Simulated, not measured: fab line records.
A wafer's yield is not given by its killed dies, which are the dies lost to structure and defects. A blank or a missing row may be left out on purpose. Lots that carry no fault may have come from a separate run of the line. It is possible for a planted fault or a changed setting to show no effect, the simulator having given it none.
fab line records	flow sky130
[record] lots = 6	wafers = 18	last_day = 50
route steps=708 shown METAL3@561 VIA3@573 PAD_OPEN@708
lots untouched by any fault: they come from a run of this same line in which no faults occurred
start_h: the number of hours between the record's first day and the start of the first shown wafer of the lot	wait_h: hours elapsed since this lot's preceding step	" identical to the entry in the row above	L1.1+2: several wafers, shown together as one row	- no value, or no start given	* or withheld: withheld	< > ~ a bound
route shown NAME@n: a module of which the file shows steps, and the number in the route of the first	usual: the fault-free wafers' mean and standard deviation	same: alike in all rows	chamber/n: place in a boat	sites: per-site readings	_std_site: standard deviation of those values	_edge_site: the outer-site mean with the inner-site mean subtracted	radius_mm: for every site, how far away it sits from the centre of the wafer	mask NAME#n: copy n	behind: the tool/chamber that last shaped the wafer	hold: why the lot was held/for how many hours/how that ended	device: the transistor (n, p or np) that didn't switch	end of line: tests run on the same wafers once the route is complete	a step without rows: its recipe alone	killed: count of dies lost to structure and defects at first sort (not the wafer's yield)	map: a wafer's dies, x killed, . not, _ none there
set.NAME: the run value of the setting; set.NAME@STEP: its run value at that earlier step	model.NAME: the simulator's own value behind a step, which no gauge read
lots at some steps of the route; a table a step, a row a wafer
services: when a tool's chamber went out of use (start_h, in hours from the record's first day, below 0 if earlier), for how many hours, and the reason
[[steps]]
[step SKY_METAL3_PEB_11]
[recipe] peb_temp_c = withheld	peb_time_s = withheld	resist = KrF-thick
[step SKY_METAL3_DEVELOP_12]
[recipe] develop_time_s = 60	resist = KrF-thick	dev_temp_c = 21
[step SKY_METAL3_CD_MEAS_13]
[recipe] target_cd_nm = 300
[usual] cd_nm = 299.4/1.6
lot.wafer	tool	chamber	start_h	wait_h	cd_nm
L189.2	cd_sem-01	-	919.20	-	298.1
L189.3	"	-	"	"	298.0
L189.6	"	-	"	"	298.0
L194.1	cd_sem-01	-	950.33	-	297.9
L194.5	"	-	"	"	298.6
L194.6	"	-	"	"	297.9
L196.3	cd_sem-01	-	962.91	-	298.0
L196.4	"	-	"	"	298.7
L196.5	"	-	"	"	299.7
L198.1	cd_sem-02	-	979.68	-	298.6
L198.2	"	-	"	"	299.8
L198.6	"	-	"	"	299.7
L206.1	cd_sem-01	-	1045.28	-	299.5
L206.2	"	-	"	"	299.9
L206.4	"	-	"	"	301.9
L210.1	cd_sem-01	-	1058.47	-	298.9
L210.3	"	-	"	"	298.6
L210.5	"	-	"	"	299.5
[step SKY_METAL3_OVL_MEAS_14]
[usual] METAL3_OVL = 1/4.9
lot.wafer	tool	chamber	start_h	wait_h	METAL3_OVL[nm]
L189.2	overlay-02	-	919.30	0.1	6
L189.3	"	-	"	"	11
L189.6	"	-	"	"	-1
L194.1	overlay-01	-	950.45	0.1	1
L194.5	"	-	"	"	-3
L194.6	"	-	"	"	-4
L196.3	overlay-01	-	963.00	0.1	6
L196.4	"	-	"	"	0
L196.5	"	-	"	"	5
L198.1	overlay-01	-	979.80	0.1	2
L198.2	"	-	"	"	-1
L198.6	"	-	"	"	-2
L206.1	overlay-02	-	1045.40	0.1	-6
L206.2	"	-	"	"	-4
L206.4	"	-	"	"	-6
L210.1	overlay-01	-	1058.59	0.1	7
L210.3	"	-	"	"	2
L210.5	"	-	"	"	8
[step SKY_METAL3_DESCUM_15]
[recipe] chemistry = O2	source_power_w = 150	bias_power_w = 0	pressure_mtorr = 10	temp_c = 40	time_s = 8
[usual] chamber_pressure_mTorr = 10.000/0.01	drypump_motor_current_A = 5.69/0.27	he_backside_leak_sccm = 3.39/0.24	oes_product_au = 1.003/0.016
[same] time_s = 8
lot.wafer	tool	chamber	start_h	wait_h	chamber_pressure_mTorr	drypump_motor_current_A	he_backside_leak_sccm	oes_product_au	rf_hours_counter_h
L189.2	rie_metal-02	1	919.34	0.0	10.000	6.16	3.66	1.034	-
L189.3	"	1	"	"	10.005	6.16	3.48	1.041	-
L189.6	"	1	"	"	10.002	6.16	3.39	1.032	-
L194.1	rie_metal-02	1	950.48	0.0	9.997	6.14	3.44	1.029	15
L194.5	"	0	"	"	10.007	6.08	3.89	0.991	-
L194.6	"	1	"	"	10.016	6.13	3.47	1.035	-
L196.3	rie_metal-04	0	963.03	0.0	10.000	5.46	3.38	0.989	-
L196.4	"	1	"	"	10.001	5.63	3.27	1.014	-
L196.5	"	1	"	"	9.993	5.66	3.25	1.003	-
L198.1	rie_metal-01	1	979.83	0.0	10.010	5.35	3.31	1.001	16
L198.2	"	0	"	"	10.005	5.68	3.11	0.985	15
L198.6	"	0	"	"	10.002	5.69	3.04	0.994	-
L206.1	rie_metal-04	0	1045.44	0.0	9.997	5.46	3.43	0.987	16
L206.2	"	1	"	"	10.005	5.66	3.32	1.000	17
L206.4	"	1	"	"	10.006	5.65	3.35	1.005	-
L210.1	rie_metal-02	0	1058.62	0.0	10.008	6.13	3.66	1.000	7
L210.3	"	0	"	"	10.011	6.11	3.57	0.998	-
L210.5	"	0	"	"	9.983	6.10	3.56	1.004	-
[step SKY_METAL3_ETCH_16]
[recipe] chemistry = N2/H2	target = BARC	ion_energy_ev = 200	bias_w = 100	pressure_mtorr = 30	n2_flow_sccm = 100	h2_flow_sccm = 200	icp_w = 500	stop_on = SiO2	time_s = 88.2	target_depth_a = 600
[usual] bias_w = 100.0/0.37	chamber_pressure_mTorr = 30.000/0.025	drypump_motor_current_A = 5.70/0.27	he_backside_leak_sccm = 3.4/0.39	oes_product_au = 0.625/0.0048	throttle_valve_pct = 13.206/0.0092
[same] time_s = 88.2
lot.wafer	tool	chamber	start_h	wait_h	bias_w	chamber_pressure_mTorr	drypump_motor_current_A	he_backside_leak_sccm	oes_product_au	rf_hours_counter_h	throttle_valve_pct
L189.2	rie_metal-02	1	919.43	0.1	100.1	30.013	6.17	3.6	0.628	-	13.217
L189.3	"	1	"	"	100.3	30.016	6.14	3.6	0.624	-	13.211
L189.6	"	1	"	"	100.1	29.998	6.16	3.5	0.624	-	13.218
L194.1	rie_metal-02	1	950.52	0.0	99.7	30.007	6.19	3.8	0.623	15	13.213
L194.5	"	0	"	"	100.0	29.965	6.08	3.5	0.624	-	13.212
L194.6	"	1	"	"	99.7	30.026	6.17	3.7	0.628	-	13.219
L196.3	rie_metal-04	0	963.09	0.0	100.3	29.983	5.47	3.4	0.624	-	13.205
L196.4	"	1	"	"	100.4	29.971	5.64	3.0	0.627	-	13.208
L196.5	"	1	"	"	99.8	30.046	5.63	3.0	0.628	-	13.199
L198.1	rie_metal-01	1	979.87	0.0	100.0	29.995	5.34	3.5	0.615	16	13.201
L198.2	"	0	"	"	99.9	29.945	5.68	3.1	0.622	15	13.206
L198.6	"	0	"	"	100.0	30.025	5.67	3.1	0.628	-	13.219
L206.1	rie_metal-04	0	1045.47	0.0	100.2	29.978	5.48	3.3	0.632	16	13.217
L206.2	"	1	"	"	100.5	29.998	5.65	6.2	0.631	17	13.205
L206.4	"	1	"	"	100.1	29.986	5.65	3.1	0.623	-	13.199
L210.1	rie_metal-02	0	1058.65	0.0	100.3	29.948	6.11	3.7	0.630	7	13.223
L210.3	"	0	"	"	100.5	30.019	6.10	3.7	0.622	-	13.200
L210.5	"	0	"	"	99.9	30.066	6.12	3.6	0.621	-	13.215
[step SKY_METAL3_ETCH_17]
[recipe] target = SiO2	stop_on = TiN	chemistry = C4F8/O2/Ar	source_w = 1500	bias_w = 1200	pressure_mtorr = 40	c4f8_flow_sccm = withheld	O2_flow_sccm = 6	Ar_flow_sccm = 300	time_s = 3.9	target_depth_a = 150
[usual] bias_w = 1200/3.6	chamber_pressure_mTorr = 40.00/0.037	oes_product_au = 0.755/0.0081
[same] time_s = 3.9
lot.wafer	tool	chamber	start_h	wait_h	bias_w	chamber_pressure_mTorr	oes_product_au	rf_hours_counter_h
L189.2	rie_diel-04	2	919.59	0.1	1200	40.02	0.761	15
L189.3	"	3	"	"	1197	40.04	0.764	6
L189.6	"	1	"	"	1202	40.01	0.756	-
L194.1	rie_diel-04	0	950.61	0.1	1200	40.03	0.749	6
L194.5	"	2	"	"	1201	39.97	0.753	-
L194.6	"	1	"	"	1196	39.98	0.765	-
L196.3	rie_diel-04	0	963.15	0.0	1202	39.94	0.750	6
L196.4	"	1	"	"	1201	40.06	0.761	15
L196.5	"	1	"	"	1201	39.97	0.747	-
L198.1	rie_diel-02	3	979.96	0.1	1205	39.99	0.764	9
L198.2	"	1	"	"	1195	40.07	0.749	7
L198.6	"	0	"	"	1195	40.03	0.763	-
L206.1	rie_diel-02	2	1045.57	0.1	1202	39.93	0.760	24
L206.2	"	0	"	"	1204	40.03	0.766	7
L206.4	"	3	"	"	1195	40.05	0.765	11
L210.1	rie_diel-02	3	1058.75	0.1	1196	39.96	0.749	11
L210.3	"	2	"	"	1198	40.05	0.755	24
L210.5	"	0	"	"	1202	40.06	0.744	-
[step SKY_METAL3_METAL_ETCH_18]
[recipe] target_depth_a = 8450	stop_on = SiO2	over_etch_frac = 0.3	time_s = 183.1	chemistry = Cl2/BCl3	resist_sidewall_deg = 88	pressure_mtorr = 10	icp_w = 900	bias_w = 48.5	Cl2_flow_sccm = 60	bcl3_flow_sccm = 30
[usual] bias_w = 48.50/0.15	chamber_pressure_mTorr = 10.000/0.0093	drypump_motor_current_A = 5.8/0.32	he_backside_leak_sccm = 3.4/0.32	oes_product_au = 0.868/0.006	throttle_valve_pct = 22.263/0.01
[same] time_s = 183.1
lot.wafer	tool	chamber	start_h	wait_h	bias_w	chamber_pressure_mTorr	drypump_motor_current_A	he_backside_leak_sccm	oes_product_au	rf_hours_counter_h	throttle_valve_pct
L189.2	rie_metal-04	0	919.61	0.0	48.60	10.020	5.5	3.5	0.872	10	22.258
L189.3	"	1	"	"	48.69	10.000	5.6	3.1	0.871	-	22.287
L189.6	"	1	"	"	48.60	10.017	5.6	3.1	0.879	-	22.267
L194.1	rie_metal-01	0	950.63	0.0	48.76	10.021	5.7	3.2	0.867	14	22.262
L194.5	"	1	"	"	48.67	10.016	5.3	3.3	0.876	-	22.278
L194.6	"	0	"	"	48.54	9.995	5.7	3.2	0.874	-	22.261
L196.3	rie_metal-01	0	963.23	0.1	48.67	9.982	5.7	3.3	0.856	-	22.272
L196.4	"	1	"	"	48.43	10.013	5.3	3.1	0.872	-	22.263
L196.5	"	1	"	"	48.40	9.998	5.3	3.2	0.872	-	22.263
L198.1	rie_metal-02	0	979.98	0.0	48.61	10.000	6.1	3.3	0.874	2	22.256
L198.2	"	1	"	"	48.37	9.996	6.1	3.8	0.871	16	22.252
L198.6	"	0	"	"	48.34	9.998	6.1	3.6	0.877	-	22.258
L206.1	rie_metal-02	0	1045.59	0.0	48.51	9.996	6.1	3.6	0.862	6	22.277
L206.2	"	1	"	"	48.26	10.000	6.1	3.5	0.863	20	22.266
L206.4	"	1	"	"	48.60	9.988	6.2	3.6	0.866	-	22.267
L210.1	rie_metal-04	1	1058.77	0.0	48.36	9.994	5.6	3.3	0.866	18	22.254
L210.3	"	1	"	"	48.23	10.002	5.6	3.3	0.873	-	22.257
L210.5	"	1	"	"	48.36	10.003	5.6	3.2	0.864	-	22.278
[step SKY_METAL3_STRIP_19]
[recipe] chemistry = O2/N2	power_w = 1400	pressure_mtorr = 1500	platen_temp_c = withheld	o2_flow_sccm = 3000	n2_flow_sccm = 300	overash_fraction = 0.5
[step SKY_METAL3_STRIP_20]
[recipe] chemistry = post_etch_residue_remover	time_s = 1200	temp_c = 72.5
[step SKY_METAL3_CLEAN_21]
[recipe] chemistry = IPA	time_s = 180	temp_c = 25
[step SKY_METAL3_CLEAN_22]
[recipe] chemistry = O3/DIW	dry = n2_spin
[step SKY_VIA3_HDPCVD_00]
[recipe] material = SiO2	target_thk_nm = 1635	sigma_open_frac = 0.3	time_s = 272.5	temp_c = 400	sih4_flow_sccm = 60	pressure_mtorr = 6
lot.wafer	tool	chamber	start_h	wait_h	model.SiO2_of_VIA3_HDPCVD_00.thk_nm
L189.2	hdpcvd-02	0	920.40	0.0	1621
L189.3	"	1	"	"	1629
L189.6	"	1	"	"	1642
L194.1	hdpcvd-01	2	951.44	0.0	1635
L194.5	"	0	"	"	1628
L194.6	"	2	"	"	1661
L196.3	hdpcvd-01	2	963.94	0.0	1663
L196.4	"	0	"	"	1641
L196.5	"	2	"	"	2313
L198.1	hdpcvd-01	2	980.75	0.0	2323
L198.2	"	0	"	"	1619
L198.6	"	1	"	"	2318
L206.1	hdpcvd-02	1	1046.36	0.0	1619
L206.2	"	0	"	"	1635
L206.4	"	1	"	"	1606
L210.1	hdpcvd-01	1	1059.58	0.0	1639
L210.3	"	0	"	"	1666
L210.5	"	2	"	"	1642
[step SKY_VIA3_THK_MEAS_01]
[recipe] reads = SiO2_of_VIA3_HDPCVD_00
[usual] VIA3_HDPCVD_THK = 1638/20
lot.wafer	tool	chamber	start_h	wait_h	VIA3_HDPCVD_THK[nm]
L189.2	film_metro-04	-	920.57	0.1	1620
L189.3	"	-	"	"	1627
L189.6	"	-	"	"	1642
L194.1	film_metro-03	-	951.61	0.1	1636
L194.5	"	-	"	"	1627
L194.6	"	-	"	"	1662
L196.3	film_metro-02	-	964.13	0.1	1662
L196.4	"	-	"	"	1639
L196.5	"	-	"	"	2312
L198.1	film_metro-03	-	980.92	0.1	2322
L198.2	"	-	"	"	1621
L198.6	"	-	"	"	2318
L206.1	film_metro-02	-	1046.52	0.1	1620
L206.2	"	-	"	"	1635
L206.4	"	-	"	"	1605
L210.1	film_metro-04	-	1059.75	0.1	1639
L210.3	"	-	"	"	1666
L210.5	"	-	"	"	1643
[step SKY_VIA3_CMP_02]
[recipe] material = SiO2	down_force_psi = 4	platen_rpm = 60	pad_velocity_m_s = 0.94248
[usual] motor_current_A = 11.6/0.83
lot.wafer	tool	chamber	start_h	wait_h	motor_current_A
L189.3	cmp-01	1	920.62	0.0	13.6
L189.2	"	3	"	"	10.3
L189.6	"	2	"	"	11.1
L194.1	cmp-02	1	951.82	0.2	11.2
L194.5	"	2	"	"	11.6
L194.6	"	3	"	"	12.8
L196.3	cmp-02	2	964.27	0.1	11.7
L196.4	"	3	"	"	12.6
L196.5	"	0	"	"	11.1
L198.2	cmp-01	1	981.03	0.1	13.5
L198.1	"	3	"	"	10.1
L198.6	"	0	"	"	10.6
L206.4	cmp-02	2	1046.82	0.3	11.5
L206.2	"	3	"	"	13.0
L206.1	"	1	"	"	12.4
L210.1	cmp-02	2	1059.81	0.1	11.6
L210.3	"	3	"	"	12.4
L210.5	"	2	"	"	11.3
[step SKY_PAD_OPEN_PROBE_99]
[usual] defect_limited_yield = 82.3/1.9	killed_at_M0_to_M3 = 45/6.6	killed_at_M4_up = 3.1/1.6	killed_at_contacts = 24/5	killed_at_front_end = 14/4.4	killed_at_other = 0.3/0.58	killed_dies = 87/9.2	killed_open = 47/6.7	killed_short = 40/6.4	sort_bin_3_pad_short = 0.9/0.5	sort_bin_5_function = 10.4/1.6	sort_bin_6_memory = 6.4/1.1	sort_n_pass = 405/9.1	sort_yield_pct = 82.3/1.9
[same] gross_dies = 492	killed_at_back_side = 0	sort_bin_4_leakage[%] = 0	sort_bin_8_speed[%] = 0
lot.wafer	tool	chamber	start_h	wait_h	defect_limited_yield[%]	killed_at_M0_to_M3	killed_at_M4_up	killed_at_contacts	killed_at_front_end	killed_at_other	killed_dies	killed_open	killed_short	sort_bin_3_pad_short[%]	sort_bin_5_function[%]	sort_bin_6_memory[%]	sort_n_pass	sort_yield_pct[%]
L189.2	prober-01	-	1088.17	0.1	86.6	29	4	19	13	1	66	36	30	0.2	7.1	6.1	426	86.6
L189.3	prober-01	-	1088.22	0.2	81.1	54	3	21	14	1	93	45	48	1.0	9.8	8.1	399	81.1
L189.6	prober-01	-	1088.37	0.2	85.8	30	3	19	18	0	70	39	31	1.0	7.9	5.3	422	85.8
L206.1	prober-01	-	1187.64	0.1	80.3	49	1	29	18	0	97	58	39	1.0	11.2	7.5	395	80.3
L206.2	prober-01	-	1187.69	0.1	84.1	36	5	20	17	0	78	49	29	0.2	10.0	5.7	414	84.1
L206.4	prober-01	-	1187.79	0.2	80.1	50	4	30	14	0	98	60	38	1.2	12.6	6.1	394	80.1
// killed by level:class
L189.2 LI_CONTACT:geometric_particle:open=7 METAL2:geometric_particle:short=5 LOCAL_INTERCONNECT:geometric_particle:short=4 CONTACT:geometric_particle:open=4 VIA3:geometric_particle:open=4 FIELD_ISO:geometric_particle:open=3 POLY_GATE:geometric_particle:open=3 VIA1:geometric_particle:open=3
L189.3 METAL1:geometric_particle:short=9 CONTACT:geometric_particle:open=8 VIA2:geometric_particle:open=8 LOCAL_INTERCONNECT:geometric_particle:short=7 VIA3:geometric_particle:open=7 VIA1:geometric_particle:open=6 METAL2:geometric_particle:short=6 METAL2:geometric_particle:open=5
L189.6 LI_CONTACT:geometric_particle:open=8 VIA1:geometric_particle:open=8 FIELD_ISO:geometric_particle:short=6 VIA2:geometric_particle:open=6 METAL2:geometric_particle:short=5 CONTACT:geometric_particle:open=5 FIELD_ISO:geometric_particle:open=4 POLY_GATE:geometric_particle:short=4
L206.1 VIA1:geometric_particle:open=16 LI_CONTACT:geometric_particle:open=13 VIA2:geometric_particle:open=10 CONTACT:geometric_particle:open=7 FIELD_ISO:geometric_particle:short=6 VIA1:geometric_particle:short=6 POLY_GATE:geometric_particle:open=5 METAL1:geometric_particle:short=5
L206.2 VIA1:geometric_particle:open=15 LI_CONTACT:geometric_particle:open=8 CONTACT:geometric_particle:open=6 METAL1:geometric_particle:short=5 VIA2:geometric_particle:open=5 FIELD_ISO:geometric_particle:short=4 FIELD_ISO:geometric_particle:open=4 POLY_GATE:geometric_particle:short=4
L206.4 VIA2:geometric_particle:open=14 LI_CONTACT:geometric_particle:open=10 CONTACT:geometric_particle:open=10 VIA1:geometric_particle:open=8 METAL1:geometric_particle:short=6 VIA3:geometric_particle:open=6 METAL3:geometric_particle:short=5 FIELD_ISO:geometric_particle:open=4
[[services]]
tool	chamber	start_h	hours	kind
cmp-02	-	912.27	4.0	pm
rie_metal-02	0	914.91	-	clean
rie_metal-02	0	914.91	17.2	scheduled_down
rie_metal-02	0	914.91	17.2	vent_cycle
cmp-02	-	916.27	-	consumable_replace:conditioner
cmp-02	-	916.27	-	consumable_replace:pad
rie_diel-02	0	917.57	8.9	repair
rie_diel-02	1	918.77	6.3	repair
rie_diel-02	1	938.60	4.0	repair
rie_metal-02	0	938.93	4.4	repair
hdpcvd-02	-	950.25	15.0	pm
hdpcvd-02	0	950.25	15.0	vent_cycle
hdpcvd-02	1	950.25	15.0	vent_cycle
hdpcvd-02	2	950.25	15.0	vent_cycle
hdpcvd-02	0	965.25	-	clean
cmp-02	-	968.88	4.3	repair
rie_diel-02	2	973.59	2.8	repair
hdpcvd-02	0	979.60	2.0	repair
hdpcvd-02	-	988.28	6.0	pm
rie_diel-04	0	996.09	1.3	repair
rie_diel-04	2	1002.62	5.3	repair
hdpcvd-01	-	1030.89	6.0	pm
cmp-01	-	1037.53	0.9	repair
rie_diel-04	2	1053.76	6.0	repair
[[key]]
[first_sign] step = SKY_VIA3_THK_MEAS_01	reading = VIA3_HDPCVD_THK	direction = up	sigmas = 34	usual = 1638	struck = 2318
effect none on later readings
[model_effect] step = SKY_VIA3_HDPCVD_00	value = SiO2_of_VIA3_HDPCVD_00.thk_nm	without = 1643	struck = 2318
met_at SKY_VIA3_HDPCVD_00
struck_wafers L196.5,L198.1,L198.6
onset_between 951.44 963.94
[fault] kind = process_parameter_drift	tool = hdpcvd-01	chamber = -	onset_h = 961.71	steps = SKY_VIA3_HDPCVD_00	channel = target_thk_nm	offset = 674.55	shape = step	end_h = 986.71	scope = struck_wafers_only	acts_in = these_recipes_only	stated = 1635
